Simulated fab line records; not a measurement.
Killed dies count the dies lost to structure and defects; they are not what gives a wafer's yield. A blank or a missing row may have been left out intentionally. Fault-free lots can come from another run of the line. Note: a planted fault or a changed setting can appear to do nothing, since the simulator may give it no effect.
The tool behind it: which one? / flow sky130 / 12 lots with 36 wafers sampled at 5 steps, on a route of 708 steps

WHAT EACH GAUGE READ, for each wafer
SKY_SD_P_TW_MEAS_11.
lot=L454; measured=day 26 14:36; on=film metro-03; SD_P_TW=2849 2834 2825
lot=L455; measured=day 26 12:48; on=film metro-04; SD_P_TW=2800 2784 2801
lot=L457; measured=day 26 15:51; on=film metro-04; SD_P_TW=2797 2808 2804
lot=L458; measured=day 26 23:44; on=film metro-03; SD_P_TW=2814 2814 2831
lot=L459; measured=day 27 09:56; on=film metro-02; SD_P_TW=2820 2809 2811
lot=L460; measured=day 27 17:25; on=film metro-04; SD_P_TW=2790 2783 2799
lot=L461; measured=day 28 01:50; on=film metro-03; SD_P_TW=2830 2861 2838
lot=L462; measured=day 28 14:53; on=film metro-04; SD_P_TW=2787 2791 2784
lot=L466; measured=day 29 20:05; on=film metro-03; SD_P_TW=2841 2821 2851
lot=L474; measured=day 32 22:11; on=film metro-02; SD_P_TW=2809 2828 2826
lot=L475; measured=day 32 23:59; on=film metro-04; SD_P_TW=2808 2769 2771
lot=L477; measured=day 33 09:45; on=film metro-03; SD_P_TW=2876 2869 2876

WHICH TOOL RAN EACH LOT (tool, then ch and the chambers of the sampled wafers, then the start)
lot=L454; SKY_DNWELL_COAT_02=litho track-03 ch 0, day 3 11:59; SKY_DNWELL_STRIP_08=plasma asher-02 ch 0,1, day 3 20:17; SKY_VT_ADJUST_NCORE_STRIP_10=plasma asher-01 ch 0,1, day 9 08:45; SKY_POLY_GATE_STRIP_18=plasma asher-01 ch 0,1, day 17 11:56
lot=L455; SKY_DNWELL_COAT_02=litho track-03 ch 0, day 3 12:37; SKY_DNWELL_STRIP_08=plasma asher-01 ch 0,1, day 3 21:16; SKY_VT_ADJUST_NCORE_STRIP_10=plasma asher-01 ch 0,1, day 9 10:36; SKY_POLY_GATE_STRIP_18=plasma asher-02 ch 0,1, day 17 09:02
lot=L457; SKY_DNWELL_COAT_02=litho track-01 ch 0, day 3 12:51; SKY_DNWELL_STRIP_08=plasma asher-02 ch 0,1, day 3 21:19; SKY_VT_ADJUST_NCORE_STRIP_10=plasma asher-04 ch 0,1, day 9 11:48; SKY_POLY_GATE_STRIP_18=plasma asher-03 ch 0,1, day 17 12:19
lot=L458; SKY_DNWELL_COAT_02=litho track-03 ch 0, day 3 21:25; SKY_DNWELL_STRIP_08=plasma asher-04 ch 0,1, day 4 05:47; SKY_VT_ADJUST_NCORE_STRIP_10=plasma asher-01 ch 0,1, day 9 22:34; SKY_POLY_GATE_STRIP_18=plasma asher-02 ch 0,1, day 17 21:13
lot=L459; SKY_DNWELL_COAT_02=litho track-01 ch 0, day 4 00:36; SKY_DNWELL_STRIP_08=plasma asher-01 ch 0,1, day 4 09:33; SKY_VT_ADJUST_NCORE_STRIP_10=plasma asher-03 ch 0, day 10 03:53; SKY_POLY_GATE_STRIP_18=plasma asher-01 ch 0, day 18 07:31
lot=L460; SKY_DNWELL_COAT_02=litho track-03 ch 0, day 4 05:40; SKY_DNWELL_STRIP_08=plasma asher-04 ch 0,1, day 4 14:43; SKY_VT_ADJUST_NCORE_STRIP_10=plasma asher-01 ch 0,1, day 10 11:13; SKY_POLY_GATE_STRIP_18=plasma asher-01 ch 0,1, day 18 15:12
lot=L461; SKY_DNWELL_COAT_02=litho track-03 ch 0, day 4 10:13; SKY_DNWELL_STRIP_08=plasma asher-04 ch 0,1, day 4 19:05; SKY_VT_ADJUST_NCORE_STRIP_10=plasma asher-03 ch 0,1, day 10 17:35; SKY_POLY_GATE_STRIP_18=plasma asher-02 ch 0, day 19 01:55
lot=L462; SKY_DNWELL_COAT_02=litho track-03 ch 0, day 4 16:40; SKY_DNWELL_STRIP_08=plasma asher-04 ch 0, day 5 02:13; SKY_VT_ADJUST_NCORE_STRIP_10=plasma asher-01 ch 0,1, day 11 01:42; SKY_POLY_GATE_STRIP_18=plasma asher-02 ch 0,1, day 19 15:01
lot=L466; SKY_DNWELL_COAT_02=litho track-03 ch 0, day 5 13:41; SKY_DNWELL_STRIP_08=plasma asher-02 ch 0,1, day 5 22:36; SKY_VT_ADJUST_NCORE_STRIP_10=plasma asher-03 ch 0,1, day 12 03:54; SKY_POLY_GATE_STRIP_18=plasma asher-01 ch 1, day 20 22:34
lot=L474; SKY_DNWELL_COAT_02=litho track-01 ch 0, day 7 06:16; SKY_DNWELL_STRIP_08=plasma asher-01 ch 0,1, day 7 16:33; SKY_VT_ADJUST_NCORE_STRIP_10=plasma asher-01 ch 0,1, day 14 09:52; SKY_POLY_GATE_STRIP_18=plasma asher-03 ch 0,1, day 24 09:07
lot=L475; SKY_DNWELL_COAT_02=litho track-01 ch 0, day 7 09:58; SKY_DNWELL_STRIP_08=plasma asher-04 ch 0,1, day 7 20:18; SKY_VT_ADJUST_NCORE_STRIP_10=plasma asher-01 ch 1, day 14 16:51; SKY_POLY_GATE_STRIP_18=plasma asher-02 ch 0,1, day 24 10:04
lot=L477; SKY_DNWELL_COAT_02=litho track-03 ch 0, day 8 05:10; SKY_DNWELL_STRIP_08=plasma asher-04 ch 0,1, day 8 15:37; SKY_VT_ADJUST_NCORE_STRIP_10=plasma asher-04 ch 0,1, day 15 15:18; SKY_POLY_GATE_STRIP_18=plasma asher-03 ch 0,1, day 24 21:53
- SKY_DNWELL_COAT_02: resist thk 3000 nm.
- SKY_DNWELL_STRIP_08: strips in O2/N2.
- SKY_VT_ADJUST_NCORE_STRIP_10: strips in O2/N2.
- SKY_POLY_GATE_STRIP_18: strips in O2/N2.

AS READ BY THE TOOLS THEMSELVES (means over the sampled wafers that have a number; for cases with no such wafer, the mark the record gives instead)
SKY_DNWELL_COAT_02.
lot=L454; tool=litho track-03; dispense pressure kPa (kPa)=49
lot=L455; tool=litho track-03; dispense pressure kPa (kPa)=49
lot=L457; tool=litho track-01; dispense pressure kPa (kPa)=43
lot=L458; tool=litho track-03; dispense pressure kPa (kPa)=49
lot=L459; tool=litho track-01; dispense pressure kPa (kPa)=43
lot=L460; tool=litho track-03; dispense pressure kPa (kPa)=49
lot=L461; tool=litho track-03; dispense pressure kPa (kPa)=49
lot=L462; tool=litho track-03; dispense pressure kPa (kPa)=49
lot=L466; tool=litho track-03; dispense pressure kPa (kPa)=49
lot=L474; tool=litho track-01; dispense pressure kPa (kPa)=43
lot=L475; tool=litho track-01; dispense pressure kPa (kPa)=43
lot=L477; tool=litho track-03; dispense pressure kPa (kPa)=49

SKY_DNWELL_STRIP_08.
lot=L454; tool=plasma asher-02; drypump motor current A (A)=5.1; oes product au (a.u.)=0.724; strip time to endpoint s (s)=37.04
lot=L455; tool=plasma asher-01; drypump motor current A (A)=5.9; oes product au (a.u.)=0.726; strip time to endpoint s (s)=36.94
lot=L457; tool=plasma asher-02; drypump motor current A (A)=5.4; oes product au (a.u.)=0.724; strip time to endpoint s (s)=37.06
lot=L458; tool=plasma asher-04; drypump motor current A (A)=6.0; oes product au (a.u.)=0.723; strip time to endpoint s (s)=37.01
lot=L459; tool=plasma asher-01; drypump motor current A (A)=5.9; oes product au (a.u.)=0.725; strip time to endpoint s (s)=36.92
lot=L460; tool=plasma asher-04; drypump motor current A (A)=6.0; oes product au (a.u.)=0.721; strip time to endpoint s (s)=36.83
lot=L461; tool=plasma asher-04; drypump motor current A (A)=5.9; oes product au (a.u.)=0.723; strip time to endpoint s (s)=37.03
lot=L462; tool=plasma asher-04; drypump motor current A (A)=5.7; oes product au (a.u.)=0.719; strip time to endpoint s (s)=25.62
lot=L466; tool=plasma asher-02; drypump motor current A (A)=5.3; oes product au (a.u.)=0.714; strip time to endpoint s (s)=25.57
lot=L474; tool=plasma asher-01; drypump motor current A (A)=6.3; oes product au (a.u.)=0.723; strip time to endpoint s (s)=36.93
lot=L475; tool=plasma asher-04; drypump motor current A (A)=6.0; oes product au (a.u.)=0.722; strip time to endpoint s (s)=37.15
lot=L477; tool=plasma asher-04; drypump motor current A (A)=5.9; oes product au (a.u.)=0.721; strip time to endpoint s (s)=37.16

SKY_VT_ADJUST_NCORE_STRIP_10.
lot=L454; tool=plasma asher-01; drypump motor current A (A)=6.2; oes product au (a.u.)=0.715; strip time to endpoint s (s)=14.17
lot=L455; tool=plasma asher-01; drypump motor current A (A)=6.3; oes product au (a.u.)=0.717; strip time to endpoint s (s)=14.14
lot=L457; tool=plasma asher-04; drypump motor current A (A)=5.9; oes product au (a.u.)=0.714; strip time to endpoint s (s)=14.14
lot=L458; tool=plasma asher-01; drypump motor current A (A)=6.2; oes product au (a.u.)=0.715; strip time to endpoint s (s)=14.19
lot=L459; tool=plasma asher-03; drypump motor current A (A)=6.1; oes product au (a.u.)=0.717; strip time to endpoint s (s)=14.14
lot=L460; tool=plasma asher-01; drypump motor current A (A)=5.9; oes product au (a.u.)=0.713; strip time to endpoint s (s)=14.23
lot=L461; tool=plasma asher-03; drypump motor current A (A)=5.4; oes product au (a.u.)=0.715; strip time to endpoint s (s)=14.12
lot=L462; tool=plasma asher-01; drypump motor current A (A)=5.9; oes product au (a.u.)=0.715; strip time to endpoint s (s)=14.21
lot=L466; tool=plasma asher-03; drypump motor current A (A)=5.7; oes product au (a.u.)=0.717; strip time to endpoint s (s)=14.23
lot=L474; tool=plasma asher-01; drypump motor current A (A)=5.8; oes product au (a.u.)=0.720; strip time to endpoint s (s)=14.19
lot=L475; tool=plasma asher-01; drypump motor current A (A)=5.5; oes product au (a.u.)=0.719; strip time to endpoint s (s)=14.27
lot=L477; tool=plasma asher-04; drypump motor current A (A)=6.0; oes product au (a.u.)=0.719; strip time to endpoint s (s)=14.20

SKY_POLY_GATE_STRIP_18.
lot=L454; tool=plasma asher-01; drypump motor current A (A)=6.2; oes product au (a.u.)=0.362; strip time to endpoint s (s)=3.19
lot=L455; tool=plasma asher-02; drypump motor current A (A)=5.1; oes product au (a.u.)=0.360; strip time to endpoint s (s)=3.21
lot=L457; tool=plasma asher-03; drypump motor current A (A)=5.4; oes product au (a.u.)=0.367; strip time to endpoint s (s)=3.26
lot=L458; tool=plasma asher-02; drypump motor current A (A)=5.4; oes product au (a.u.)=0.362; strip time to endpoint s (s)=3.18
lot=L459; tool=plasma asher-01; drypump motor current A (A)=6.7; oes product au (a.u.)=0.356; strip time to endpoint s (s)=3.15
lot=L460; tool=plasma asher-01; drypump motor current A (A)=6.3; oes product au (a.u.)=0.359; strip time to endpoint s (s)=3.19
lot=L461; tool=plasma asher-02; drypump motor current A (A)=4.9; oes product au (a.u.)=0.358; strip time to endpoint s (s)=3.14
lot=L462; tool=plasma asher-02; drypump motor current A (A)=5.3; oes product au (a.u.)=0.358; strip time to endpoint s (s)=3.19
lot=L466; tool=plasma asher-01; drypump motor current A (A)=5.5; oes product au (a.u.)=0.364; strip time to endpoint s (s)=3.18
lot=L474; tool=plasma asher-03; drypump motor current A (A)=5.4; oes product au (a.u.)=0.362; strip time to endpoint s (s)=3.18
lot=L475; tool=plasma asher-02; drypump motor current A (A)=5.3; oes product au (a.u.)=0.361; strip time to endpoint s (s)=3.23
lot=L477; tool=plasma asher-03; drypump motor current A (A)=5.8; oes product au (a.u.)=0.362; strip time to endpoint s (s)=3.21

THE ANSWER, worked out from the rows above alone
Rule: what is usual is taken from the lots themselves. The widest of any qualifying gaps counts: lots, ordered by their means at a reading, are off when they make up no more than a third of the lots, leave a main group of 4 or more, and stand apart from it by 3 or more times the standard deviation of that group's means. A main group whose means are all the same, to the digits that the tables above print for the reading, isn't used. A lot without any number at a reading at which 4 lots or more have one is off too. Where the step has rows for the other lots, those lots are counted as sound. Order of review: gauges by route order, followed by the tools' own readings, for which a lot's mean as printed above is used. At the first step where some lot is off, the reading lying furthest off is the one used; lots without a number count as furthest.
Off: L462, L466 (SKY_DNWELL_STRIP_08, strip time to endpoint s). Main group: mean 37.01 s, sd 0.099.
A tool fits if, at that step or a process step before it, it ran every lot that is off, and no sound lot after the first of them. None of those tried fits.

WHAT HAD BEEN PUT IN BY THE SIMULATOR
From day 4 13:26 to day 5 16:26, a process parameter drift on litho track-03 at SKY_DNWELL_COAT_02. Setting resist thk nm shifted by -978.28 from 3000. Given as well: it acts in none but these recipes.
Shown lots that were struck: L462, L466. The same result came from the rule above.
